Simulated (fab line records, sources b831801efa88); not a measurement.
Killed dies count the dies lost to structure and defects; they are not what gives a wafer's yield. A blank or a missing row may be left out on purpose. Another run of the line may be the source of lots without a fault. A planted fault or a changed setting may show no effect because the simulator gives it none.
fab line records	flow sky130	part 1 of 2: steps 1 to 24 of 38
[record] lots = 5	wafers = 15	last_day = 51
route steps=708 shown FIELD_ISO@12 NWELL@32 DNWELL@35 PWDE@45
lots with no fault: from the same line, run without faults
start_h: hours from the record's first day to the start of the lot's first wafer shown	wait_h: how many hours have passed since the lot's step before this one	" as in the row above	L1.1+2: one row covering several wafers at once	- value missing, or start not given	* or withheld: withheld	< > ~ a bound
route shown NAME@n: names a module that has steps shown in the file, with the first one's number in the route	usual: average and standard deviation across the fault-free wafers	same: alike in all rows	chamber/n: place in a boat	sites: the reading at each site	_std_site: their standard deviation	_edge_site: mean of outer sites minus mean of inner sites	radius_mm: how far each site lies from the wafer's centre	mask NAME#n: copy n	behind: the most recent tool/chamber to have shaped the wafer	hold: why the lot went on hold/how many hours it stayed there/how the hold came to an end	device: which transistor (n, p or np) failed to switch	end of line: the same wafers' tests at the end of the route	step lacking rows: just its recipe	killed: dies lost to structure and defects at the first sort, not the wafer's yield	map: per-die view of a wafer (x killed, . not killed, _ where there is no die)
set.NAME: the setting the step ran with; set.NAME@STEP: the setting that earlier step ran with	model.NAME: the simulator's own value behind a step, which no gauge read
lots seen at some steps along the route; tables by step, rows by wafer
services: from which hour (start_h, from the record's first day; less than 0 if before it) a tool's chamber was out of use, for how many hours, and why
[[steps]]
[step SKY_FIELD_ISO_PEB_11]
[recipe] peb_temp_c = withheld	peb_time_s = withheld	resist = KrF-thick
lot.wafer	tool	chamber	start_h	wait_h
L074.1+3+4	litho_track-03	0	-	-
L082.4+5+6	litho_track-03	0	-	-
L089.3+5+6	litho_track-01	0	-	-
L093.1+4+5	litho_track-01	0	-	-
L095.1+4+5	litho_track-03	0	-	-
[step SKY_FIELD_ISO_DEVELOP_12]
[recipe] develop_time_s = 60	resist = KrF-thick	dev_temp_c = 21
lot.wafer	tool	chamber	start_h	wait_h
L074.1+3+4	litho_track-03	0	-	-
L082.4+5+6	litho_track-03	0	-	-
L089.3+5+6	litho_track-01	0	-	-
L093.1+4+5	litho_track-01	0	-	-
L095.1+4+5	litho_track-03	0	-	-
[step SKY_FIELD_ISO_CD_MEAS_13]
[recipe] target_cd_nm = 150
[usual] cd_nm = 149.6/1.3
lot.wafer	tool	chamber	start_h	wait_h	cd_nm
L074.1	cd_sem-02	-	30.69	-	151.1
L074.3	"	-	"	"	151.0
L074.4	"	-	"	"	152.3
L082.4	cd_sem-01	-	71.40	-	147.8
L082.5	"	-	"	"	149.6
L082.6	"	-	"	"	149.3
L089.3	cd_sem-01	-	108.80	-	150.1
L089.5	"	-	"	"	150.0
L089.6	"	-	"	"	151.5
L093.1	cd_sem-01	-	131.21	-	147.4
L093.4	"	-	"	"	147.4
L093.5	"	-	"	"	149.5
L095.1	cd_sem-02	-	138.19	-	148.2
L095.4	"	-	"	"	150.2
L095.5	"	-	"	"	148.9
[step SKY_FIELD_ISO_ETCH_14]
[recipe] chemistry = N2/H2	target = BARC	ion_energy_ev = 200	source_w = 500	bias_w = 100	pressure_mtorr = 30	n2_flow_sccm = 100	h2_flow_sccm = 200	stop_on = SiO2	time_s = 45.9	target_depth_a = 600
[usual] drypump_motor_current_A = 5.8/0.49	oes_product_au = 0.855/0.0045	rf_fwd_power_W = 495.2/2	throttle_valve_pct = 13.224/0.009
lot.wafer	tool	chamber	start_h	wait_h	drypump_motor_current_A	oes_product_au	rf_fwd_power_W	rf_hours_counter_h	throttle_valve_pct
L074.1	rie_diel-02	3	30.81	0.1	5.4	0.853	493.9	110	13.218
L074.3	"	2	"	"	5.9	0.860	495.1	-	13.212
L074.4	"	3	"	"	5.4	0.857	494.8	-	13.231
L082.4	rie_diel-03	2	71.46	0.0	5.9	0.857	496.6	18	13.233
L082.5	"	0	"	"	6.8	0.857	491.9	-	13.231
L082.6	"	3	"	"	5.0	0.861	494.7	-	13.219
L089.3	rie_diel-02	1	108.88	0.1	5.4	0.857	495.0	90	13.207
L089.5	"	0	"	"	6.5	0.850	497.4	-	13.221
L089.6	"	3	"	"	5.4	0.855	493.7	-	13.238
L093.1	rie_diel-02	3	131.33	0.1	5.4	0.860	492.4	112	13.232
L093.4	"	2	"	"	5.8	0.853	493.5	4	13.228
L093.5	"	0	"	"	6.5	0.852	494.8	-	13.237
L095.1	rie_diel-03	2	138.31	0.1	5.9	0.846	497.2	20	13.213
L095.4	"	0	"	"	6.8	0.857	491.8	104	13.215
L095.5	"	3	"	"	5.0	0.856	492.8	-	13.238
[step SKY_FIELD_ISO_ETCH_15]
[recipe] chemistry = CHF3/O2	target_depth_nm = 180	stop_on = Si	source_w = 600	bias_w = 200	pressure_mtorr = 40	chf3_flow_sccm = 50	O2_flow_sccm = 5	time_s = 72
[usual] drypump_motor_current_A = 5.8/0.49	oes_product_au = 0.946/0.0088	rf_fwd_power_W = 595.7/2	throttle_valve_pct = 8.844/0.0099
lot.wafer	tool	chamber	start_h	wait_h	drypump_motor_current_A	oes_product_au	rf_fwd_power_W	rf_hours_counter_h	throttle_valve_pct
L074.1	rie_diel-02	3	30.87	0.0	5.4	0.948	593.0	110	8.857
L074.3	"	2	"	"	5.9	0.940	599.0	-	8.828
L074.4	"	3	"	"	5.4	0.932	594.1	-	8.848
L082.4	rie_diel-03	2	71.50	0.0	5.9	0.949	594.0	18	8.855
L082.5	"	0	"	"	6.8	0.941	596.9	-	8.843
L082.6	"	3	"	"	5.0	0.944	595.1	-	8.862
L089.3	rie_diel-02	1	108.92	0.0	5.4	0.950	594.7	90	8.844
L089.5	"	0	"	"	6.5	0.957	597.6	-	8.841
L089.6	"	3	"	"	5.3	0.952	592.3	-	8.860
L093.1	rie_diel-02	3	131.37	0.0	5.3	0.943	594.1	112	8.858
L093.4	"	2	"	"	5.9	0.952	597.8	4	8.841
L093.5	"	0	"	"	6.4	0.942	598.1	-	8.854
L095.1	rie_diel-03	2	138.35	0.0	5.9	0.940	595.0	20	8.826
L095.4	"	0	"	"	6.8	0.935	594.4	104	8.849
L095.5	"	3	"	"	4.9	0.939	594.6	-	8.826
[step SKY_FIELD_ISO_STRIP_16]
[recipe] chemistry = O2/N2	power_w = 1400	pressure_mtorr = 1500	platen_temp_c = withheld	o2_flow_sccm = 3000	n2_flow_sccm = 300	overash_fraction = 0.5
[usual] drypump_motor_current_A = 5.5/0.38	o2_flow_sccm = 3000/9.6	oes_product_au = 0.378/0.0042	strip_time_to_endpoint_s = 3.553/0.026
lot.wafer	tool	chamber	start_h	wait_h	drypump_motor_current_A	o2_flow_sccm	oes_product_au	rf_hours_counter_h	strip_time_to_endpoint_s
L074.1	plasma_asher-03	1	30.96	0.1	5.2	3004	0.376	34	3.545
L074.3	"	0	"	"	5.4	3013	0.378	-	3.558
L074.4	"	1	"	"	5.2	3009	0.387	-	3.568
L082.4	plasma_asher-01	0	71.59	0.1	5.9	2999	0.374	-	3.548
L082.5	"	1	"	"	5.1	2996	0.385	-	3.602
L082.6	"	0	"	"	6.0	3002	0.376	-	3.583
L089.3	plasma_asher-04	1	109.01	0.1	6.1	2994	0.376	-	3.529
L089.5	"	1	"	"	6.1	2997	0.379	-	3.525
L089.6	"	0	"	"	5.2	3005	0.381	-	3.516
L093.1	plasma_asher-01	1	131.43	0.0	5.1	3008	0.375	47	3.524
L093.4	"	0	"	"	6.0	3004	0.377	-	3.561
L093.5	"	1	"	"	5.1	3008	0.379	-	3.545
L095.1	plasma_asher-03	1	138.41	0.0	5.2	2995	0.380	45	3.567
L095.4	"	1	"	"	5.2	2993	0.377	-	3.584
L095.5	"	0	"	"	5.4	3005	0.380	-	3.557
[step SKY_FIELD_ISO_ETCH_17]
[recipe] target_depth_a = 3420	mask_material = Si3N4	chemistry = HBr/Cl2/O2	target = Si	taper_deg = 5	icp_w = 600	bias_w = 150	pressure_mtorr = 15	HBr_flow_sccm = 150	Cl2_flow_sccm = 40	O2_flow_sccm = 6	time_s = 97.7
[usual] drypump_motor_current_A = 5.7/0.53	oes_product_au = 0.998/0.0068	rf_fwd_power_W = 596.4/2.1	throttle_valve_pct = 25.657/0.01
lot.wafer	tool	chamber	start_h	wait_h	drypump_motor_current_A	oes_product_au	rf_fwd_power_W	rf_hours_counter_h	throttle_valve_pct
L074.1	rie_si-01	2	31.06	0.1	6.0	0.996	599.1	0	25.649
L074.3	"	0	"	"	5.3	1.008	595.9	70	25.644
L074.4	"	2	"	"	6.1	1.006	596.0	-	25.661
L082.4	rie_si-02	2	71.66	0.0	6.1	0.992	593.1	33	25.654
L082.5	"	3	"	"	4.9	0.996	597.0	-	25.661
L082.6	"	0	"	"	6.3	1.000	599.6	-	25.658
L089.3	rie_si-02	1	109.08	0.0	6.5	1.000	593.1	69	25.641
L089.5	"	2	"	"	6.1	0.994	596.9	-	25.650
L089.6	"	3	"	"	4.9	1.007	596.0	-	25.665
L093.1	rie_si-02	2	131.53	0.1	6.1	0.992	598.1	33	25.650
L093.4	"	0	"	"	6.3	1.002	597.7	109	25.671
L093.5	"	0	"	"	6.3	1.013	597.1	-	25.646
L095.1	rie_si-02	0	138.51	0.1	6.3	1.004	599.8	109	25.660
L095.4	"	2	"	"	6.1	0.990	599.2	33	25.656
L095.5	"	3	"	"	4.9	0.985	597.2	-	25.637
[step SKY_FIELD_ISO_WET_ETCH_18]
[recipe] chemistry = H3PO4	target_depth_nm = 25	temp_c = 160	target = Si3N4	time_s = 286
[usual] bath_guard_temp_C = 160.0/0.46
lot.wafer	tool	chamber	start_h	wait_h	bath_guard_temp_C
L074.1	wet_bench-03	1	31.13	0.0	159.2
L074.3	"	1	"	"	158.9
L074.4	"	1	"	"	158.9
L082.4	wet_bench-02	3	71.73	0.0	160.0
L082.5	"	3	"	"	160.0
L082.6	"	3	"	"	159.9
L089.3	wet_bench-03	0	109.22	0.1	160.3
L089.5	"	0	"	"	160.1
L089.6	"	0	"	"	160.3
L093.1	wet_bench-02	3	131.60	0.0	159.9
L093.4	"	3	"	"	160.1
L093.5	"	3	"	"	160.2
L095.1	wet_bench-02	0	138.58	0.0	160.0
L095.4	"	0	"	"	160.2
L095.5	"	0	"	"	160.3
[step SKY_FIELD_ISO_CLEAN_19]
[recipe] chemistry = SC1/SC2	mix = 1:4:20	temp_c = 70	time_s = 150
[usual] bath_guard_temp_C = 69.9/0.61
lot.wafer	tool	chamber	start_h	wait_h	bath_guard_temp_C
L074.1	wet_bench-01	3	31.23	0.0	69.2
L074.3	"	3	"	"	69.5
L074.4	"	3	"	"	69.4
L082.4	wet_bench-03	0	71.82	0.0	70.1
L082.5	"	0	"	"	70.1
L082.6	"	0	"	"	70.5
L089.3	wet_bench-03	0	109.31	0.0	70.6
L089.5	"	0	"	"	70.6
L089.6	"	0	"	"	70.0
L093.1	wet_bench-03	2	131.69	0.0	70.4
L093.4	"	2	"	"	70.3
L093.5	"	2	"	"	70.1
L095.1	wet_bench-02	2	138.68	0.0	68.4
L095.4	"	2	"	"	68.6
L095.5	"	2	"	"	68.9
[step SKY_FIELD_ISO_CLEAN_20]
[recipe] chemistry = dHF	time_s = 20	dilution = 100:1
lot.wafer	tool	chamber	start_h	wait_h
L074.1+3+4	wet_bench-02	3	31.28	0.0
L082.4+5+6	wet_bench-01	0	71.87	0.0
L089.3+5+6	wet_bench-03	3	109.37	0.0
L093.1+4+5	wet_bench-01	3	131.79	0.0
L095.1+4+5	wet_bench-02	2	138.73	0.0
[step SKY_FIELD_ISO_WET_ETCH_21]
[recipe] chemistry = dHF	dilution = 100:1	target_depth_nm = 20	dry = ipa_marangoni	target = SiO2	temp_c = 25	time_s = 400
lot.wafer	tool	chamber	start_h	wait_h
L074.1+3+4	wet_bench-03	3	31.29	0.0
L082.4+5+6	wet_bench-02	0	71.89	0.0
L089.3+5+6	wet_bench-02	1	109.39	0.0
L093.1+4+5	wet_bench-02	0	131.80	0.0
L095.1+4+5	wet_bench-02	1	138.75	0.0
[step SKY_FIELD_ISO_OXIDATION_22]
[recipe] temp_c = 950	ambient = O2	stabilise_s = 600	purge_s = 300	target_thk_a = 100	ox_time_s = 623
[usual] ox_temp_c_max = 953.8/0.68	spike_tc_centre_C = 950.1/1.5
[same] ox_time_s = 623
lot.wafer	tool	chamber	start_h	wait_h	ox_temp_c_max	spike_tc_centre_C
L074.1	furnace-01	0	32.92	1.5	953.6	952.6
L074.3	"	0	"	"	955.6	952.4
L074.4	"	0	"	"	955.3	949.7
L082.4	furnace-02	0	73.17	1.2	954.1	948.5
L082.5	"	0	"	"	953.7	947.6
L082.6	"	0	"	"	953.1	949.7
L089.3	furnace-01	0	109.51	0.0	953.9	950.1
L089.5	"	0	"	"	953.1	950.2
L089.6	"	0	"	"	955.2	950.4
L093.1	furnace-02	0	131.92	0.0	954.3	949.8
L093.4	"	0	"	"	954.0	949.6
L093.5	"	0	"	"	952.4	950.5
L095.1	furnace-01	0	140.26	1.4	953.6	951.1
L095.4	"	0	"	"	954.8	950.1
L095.5	"	0	"	"	954.0	951.2
[step SKY_FIELD_ISO_THK_MEAS_23]
[recipe] reads = SiO2_of_FIELD_ISO_OXIDATION_22
[usual] FIELD_ISO_OXIDATION_01_THK = 10.01/0.18
lot.wafer	tool	chamber	start_h	wait_h	FIELD_ISO_OXIDATION_01_THK[nm]
L074.1	film_metro-03	-	34.09	0.0	10.20
L074.3	"	-	"	"	10.10
L074.4	"	-	"	"	10.05
L082.4	film_metro-03	-	74.37	0.0	10.19
L082.5	"	-	"	"	9.95
L082.6	"	-	"	"	9.98
L089.3	film_metro-04	-	110.71	0.0	9.92
L089.5	"	-	"	"	9.83
L089.6	"	-	"	"	10.08
L093.1	film_metro-02	-	133.10	0.0	9.71
L093.4	"	-	"	"	9.85
L093.5	"	-	"	"	9.89
L095.1	film_metro-02	-	141.44	0.0	10.12
L095.4	"	-	"	"	10.25
L095.5	"	-	"	"	10.07
[step SKY_FIELD_ISO_CVD_24]
[recipe] material = SiO2	target_thk_nm = 595	temp_c = 650	sigma_open_frac = 0.3	time_s = 99.2	sih4_flow_sccm = 60	pressure_mtorr = 6
[usual] pressure_mtorr = 6.000/0.013
lot.wafer	tool	chamber	start_h	wait_h	pressure_mtorr
L074.1	hdpcvd-02	0	34.15	0.1	5.998
L074.3	"	1	"	"	5.987
L074.4	"	0	"	"	5.987
L082.4	hdpcvd-02	1	74.43	0.1	6.003
L082.5	"	2	"	"	6.009
L082.6	"	0	"	"	6.012
L089.3	hdpcvd-02	2	110.75	0.0	6.000
L089.5	"	2	"	"	6.002
L089.6	"	1	"	"	5.976
L093.1	hdpcvd-02	1	133.16	0.1	5.990
L093.4	"	1	"	"	5.983
L093.5	"	0	"	"	5.996
L095.1	hdpcvd-01	1	141.50	0.1	6.007
L095.4	"	1	"	"	6.011
L095.5	"	0	"	"	6.003
[step SKY_FIELD_ISO_THK_MEAS_25]
[recipe] reads = SiO2_of_FIELD_ISO_CVD_24
[usual] FIELD_ISO_CVD_24_THK = 597/5.3
lot.wafer	tool	chamber	start_h	wait_h	FIELD_ISO_CVD_24_THK[nm]
L074.1	film_metro-02	-	34.23	0.0	595
L074.3	"	-	"	"	596
L074.4	"	-	"	"	598
L082.4	film_metro-04	-	74.50	0.0	584
L082.5	"	-	"	"	593
L082.6	"	-	"	"	593
L089.3	film_metro-03	-	110.84	0.1	600
L089.5	"	-	"	"	600
L089.6	"	-	"	"	590
L093.1	film_metro-03	-	133.23	0.0	593
L093.4	"	-	"	"	593
L093.5	"	-	"	"	599
L095.1	film_metro-03	-	141.57	0.0	592
L095.4	"	-	"	"	604
L095.5	"	-	"	"	600
[step SKY_FIELD_ISO_ANNEAL_26]
[recipe] temp_c = 1000	time_s = 1800	ambient = N2
[usual] spike_tc_centre_C = 999.9/1.5
lot.wafer	tool	chamber	start_h	wait_h	spike_tc_centre_C
L074.1	furnace-02	0	34.29	0.1	998.7
L074.3	"	0	"	"	996.6
L074.4	"	0	"	"	997.6
L082.4	furnace-01	0	74.53	0.0	1000.1
L082.5	"	0	"	"	1002.7
L082.6	"	0	"	"	1001.4
L089.3	furnace-01	0	113.43	2.6	1001.2
L089.5	"	0	"	"	1001.6
L089.6	"	0	"	"	1000.3
L093.1	furnace-01	0	133.29	0.1	1002.5
L093.4	"	0	"	"	999.8
L093.5	"	0	"	"	998.9
L095.1	furnace-01	0	145.84	4.3	1001.5
L095.4	"	0	"	"	1002.6
L095.5	"	0	"	"	1001.6
[step SKY_FIELD_ISO_CMP_27]
[recipe] stop_on = Si3N4	t_overpolish_s = 16	down_force_psi = 4	platen_rpm = 60	target_thk_nm = 457.8	pad_velocity_m_s = 0.94248
[usual] motor_current_A = 11.9/1.3	overpolish_run_s = 16.000/0.0091	time_to_endpoint_s = 113/4
lot.wafer	tool	chamber	start_h	wait_h	motor_current_A	overpolish_run_s	time_to_endpoint_s
L074.4	cmp-01	2	35.79	0.0	13.9	15.992	113
L074.1	"	3	"	"	12.0	16.008	119
L074.3	"	0	"	"	10.3	15.997	114
L082.4	cmp-01	1	76.31	0.3	10.6	16.005	109
L082.5	"	1	"	"	11.0	16.016	110
L082.6	"	2	"	"	12.8	15.981	111
L089.3	cmp-02	3	114.93	0.0	13.0	16.013	117
L089.6	"	3	"	"	13.0	15.992	110
L089.5	"	0	"	"	10.5	16.001	111
L093.1	cmp-01	1	134.79	0.0	11.3	16.019	105
L093.4	"	3	"	"	11.8	15.994	111
L093.5	"	2	"	"	13.1	16.016	109
L095.1	cmp-02	2	147.34	0.0	12.7	16.007	114
L095.4	"	1	"	"	13.2	16.003	115
L095.5	"	3	"	"	13.6	16.001	118
[step SKY_FIELD_ISO_WET_ETCH_28]
[recipe] chemistry = dHF	target_depth_nm = 23.7	target = SiO2	dilution = 10:1	temp_c = 25	time_s = 47
lot.wafer	tool	chamber	start_h	wait_h
L074.1+3+4	wet_bench-01	2	36.09	0.2
L082.4+5+6	wet_bench-03	1	76.61	0.2
L089.3+5+6	wet_bench-01	3	115.23	0.2
L093.1+4+5	wet_bench-02	2	135.09	0.2
L095.1+4+5	wet_bench-02	1	147.64	0.2
[step SKY_FIELD_ISO_WET_ETCH_29]
[recipe] chemistry = H3PO4	target_depth_nm = 160	target = Si3N4	temp_c = 160	time_s = 1825
[usual] bath_guard_temp_C = 160.1/0.63
lot.wafer	tool	chamber	start_h	wait_h	bath_guard_temp_C
L074.1	wet_bench-02	3	36.11	0.0	159.9
L074.3	"	3	"	"	160.1
L074.4	"	3	"	"	160.2
L082.4	wet_bench-01	3	76.63	0.0	159.3
L082.5	"	3	"	"	159.3
L082.6	"	3	"	"	159.3
L089.3	wet_bench-03	3	115.25	0.0	160.3
L089.5	"	3	"	"	160.4
L089.6	"	3	"	"	160.2
L093.1	wet_bench-02	0	135.16	0.1	160.1
L093.4	"	0	"	"	160.3
L093.5	"	0	"	"	160.4
L095.1	wet_bench-01	1	147.67	0.0	160.6
L095.4	"	1	"	"	160.9
L095.5	"	1	"	"	160.8
[step SKY_FIELD_ISO_WET_ETCH_30]
[recipe] chemistry = dHF	target_depth_nm = 25	target = SiO2	dilution = 10:1	temp_c = 25	time_s = 50
lot.wafer	tool	chamber	start_h	wait_h
L074.1+3+4	wet_bench-03	0	36.62	0.0
L082.4+5+6	wet_bench-01	1	77.20	0.0
L089.3+5+6	wet_bench-02	0	115.76	0.0
L093.1+4+5	wet_bench-02	1	135.67	0.0
L095.1+4+5	wet_bench-02	1	148.18	0.0
[step SKY_NWELL_CLEAN_00]
[recipe] chemistry = SC1/SC2	mix = 1:4:20	temp_c = 70	time_s = 150	dry = n2_spin
[usual] bath_guard_temp_C = 69.8/0.69
lot.wafer	tool	chamber	start_h	wait_h	bath_guard_temp_C
L074.1	wet_bench-01	2	36.65	0.0	70.8
L074.3	"	2	"	"	70.1
L074.4	"	2	"	"	70.4
L082.4	wet_bench-01	2	77.22	0.0	70.6
L082.5	"	2	"	"	70.5
L082.6	"	2	"	"	70.4
L089.3	wet_bench-01	1	115.79	0.0	70.5
L089.5	"	1	"	"	70.8
L089.6	"	1	"	"	70.6
L093.1	wet_bench-02	2	135.70	0.0	68.6
L093.4	"	2	"	"	68.6
L093.5	"	2	"	"	68.7
L095.1	wet_bench-01	1	148.21	0.0	71.0
L095.4	"	1	"	"	70.8
L095.5	"	1	"	"	70.7
[step SKY_NWELL_OXIDATION_01]
[recipe] temp_c = 900	ambient = O2	stabilise_s = 600	purge_s = 300	target_thk_a = 100	ox_time_s = 1418
[usual] ox_temp_c_max = 903.6/0.73	spike_tc_centre_C = 899.8/1.3
[same] ox_time_s = 1418
lot.wafer	tool	chamber	start_h	wait_h	ox_temp_c_max	spike_tc_centre_C
L074.1	furnace-01	0	36.70	0.0	905.1	901.5
L074.3	"	0	"	"	904.1	901.6
L074.4	"	0	"	"	903.8	902.9
L082.4	furnace-01	0	77.54	0.3	904.0	900.2
L082.5	"	0	"	"	904.4	899.2
L082.6	"	0	"	"	904.8	901.0
L089.3	furnace-01	0	117.68	1.8	903.5	900.8
L089.5	"	0	"	"	902.9	900.1
L089.6	"	0	"	"	902.2	901.1
L093.1	furnace-01	0	135.96	0.2	902.6	900.6
L093.4	"	0	"	"	903.9	902.3
L093.5	"	0	"	"	903.2	899.9
L095.1	furnace-02	0	149.53	1.3	903.9	897.9
L095.4	"	0	"	"	904.7	898.9
L095.5	"	0	"	"	903.9	899.4
[step SKY_NWELL_THK_MEAS_02]
[recipe] reads = SiO2_of_NWELL_OXIDATION_01
[usual] NWELL_OXIDATION_THK = 10.05/0.21
lot.wafer	tool	chamber	start_h	wait_h	NWELL_OXIDATION_THK[nm]
L074.1	film_metro-04	-	38.09	0.0	9.89
L074.3	"	-	"	"	9.94
L074.4	"	-	"	"	9.76
L082.4	film_metro-02	-	78.97	0.0	9.88
L082.5	"	-	"	"	10.11
L082.6	"	-	"	"	10.29
L089.3	film_metro-02	-	119.09	0.0	10.47
L089.5	"	-	"	"	10.30
L089.6	"	-	"	"	10.23
L093.1	film_metro-01	-	137.35	0.0	9.82
L093.4	"	-	"	"	9.83
L093.5	"	-	"	"	9.92
L095.1	film_metro-04	-	150.92	0.0	10.28
L095.4	"	-	"	"	10.23
L095.5	"	-	"	"	10.10
[step SKY_DNWELL_DEHYDRATE_00]
[recipe] temp_c = 200	time_s = 60
lot.wafer	tool	chamber	start_h	wait_h
L074.1+3+4	litho_track-02	0	45.91	7.8
L082.4+5+6	litho_track-04	0	87.50	8.5
L089.3+5+6	litho_track-02	0	128.06	9.0
L093.1+4+5	litho_track-02	0	146.81	9.4
L095.1+4+5	litho_track-02	0	159.81	8.9
